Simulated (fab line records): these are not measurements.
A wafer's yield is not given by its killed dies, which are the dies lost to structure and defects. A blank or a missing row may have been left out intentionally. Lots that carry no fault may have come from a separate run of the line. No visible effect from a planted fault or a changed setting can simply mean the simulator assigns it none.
Problem report in the 8D (eight disciplines) form, filled by code    flow gf180mcu    the parts of the form that need people (team, actions taken, sign-off) are left out

== 1. PROBLEM STATEMENT ==
Wafers without a fault read 208.0 s, standard deviation 0.4; runLengthS at GF_TOP_METAL_METAL_ETCH_16 reads a mean of 177.4 s on 4 wafers belonging to 2 lots. That puts it -77 standard deviations away from the usual mean.
The step: etches the open film in Cl2/BCl3, stops on SiO2, target depth 1077.5 nm, time 179.6 s.
The first sign was on wafer L229.2 at day 31 14:23, on rieMetal-02. Wafers with a number at this step in the record: 42, from 14 lots. Rule for "out", or "out of limits": more than 4 standard deviations from the usual mean. The other wafers with a number count as sound.

== 2. WHAT IT IS, WHAT IT ISN'T ==
question                     is                              is not
which readings at this step  runLengthS, oesProductAu        drypumpMotorCurrentA
which lots                   L229, L232                      L218, L219, L220, L221, L222, L223, L224, L226, L227, L230, L238, L240
which wafers of those lots   L229.2, L229.3, L229.5, L232.6  L232.4, L232.5
read on which tools          rieMetal-02                     rieMetal-01, rieMetal-04
when                         from day 31 14:23               up to then (27 sound wafers); but 11 sound wafers of L230, L232, L238, L240 came after

== 3. THE SUSPECTS, EACH WITH WHAT RULES IT OUT ==
Counting: any tool at a process step up to the reading remains a suspect provided it ran every lot that is out. Sound lots after the first of them don't rule it out here, since some wafers of a struck lot are sound.
- rieMetal-02 at GF_TOP_METAL_METAL_ETCH_16 (etches the open film in Cl2/BCl3, stops on SiO2, target depth 1077.5 nm, time 179.6 s): kept. It processed each lot that is out (first: L229, day 31 14:23); up to then, its last sound lot is L227 (day 31 01:17). Its own oesProductAu, runLengthS readings are out on those wafers.
- At GF_TOP_METAL_METAL_ETCH_16 on rieMetal-02, chamber 0 took the sound wafers of the same lots and chamber 1 took the wafers that are out.
Left after counting: rieMetal-02 at GF_TOP_METAL_METAL_ETCH_16.

== 4. THE CAUSE (what the simulator had put in) ==
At GF_TOP_METAL_METAL_ETCH_16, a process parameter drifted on rieMetal-02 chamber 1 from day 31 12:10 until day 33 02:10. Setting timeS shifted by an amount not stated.
Only this tool survived the counting.

== 5. SEQUENCE OF EFFECTS, ordered by route ==
Each row: a reading whose mean over the struck wafers that have a number lies more than 3 standard deviations from the usual. Readings are gone through only where the record gives a usual standard deviation; hours: the median, over the lots, of the time from a lot's start at the first step in this table giving one to that lot's start at this step; sigmas: the change measured in usual standard deviations.
hours  step                        reading               usual       on struck wafers  change  sigmas
0      GF_TOP_METAL_METAL_ETCH_16  oesProductAu          0.967 a.u.  1.000             +0.033  +4.4
0      GF_TOP_METAL_METAL_ETCH_16  runLengthS            208.0 s     177.4             -30.6   -77
0      GF_TOP_METAL_METAL_ETCH_16  throttleValvePct      28.256 %    28.222            -0.034  -3.1
0      GF_TOP_METAL_STRIP_17       stripTimeToEndpointS  13.42 s     14.32             +0.90   +9.0
Process steps it contains:
- GF_TOP_METAL_METAL_ETCH_16: etches the open film in Cl2/BCl3, stops on SiO2, target depth 1077.5 nm, time 179.6 s.
- GF_TOP_METAL_STRIP_17: strips in O2/N2.

== 6. HOW IT WOULD HAVE BEEN CAUGHT EARLIER ==
In this record the first reading out of limits was taken at day 31 14:23, 2 hours after the fault began at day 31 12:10.
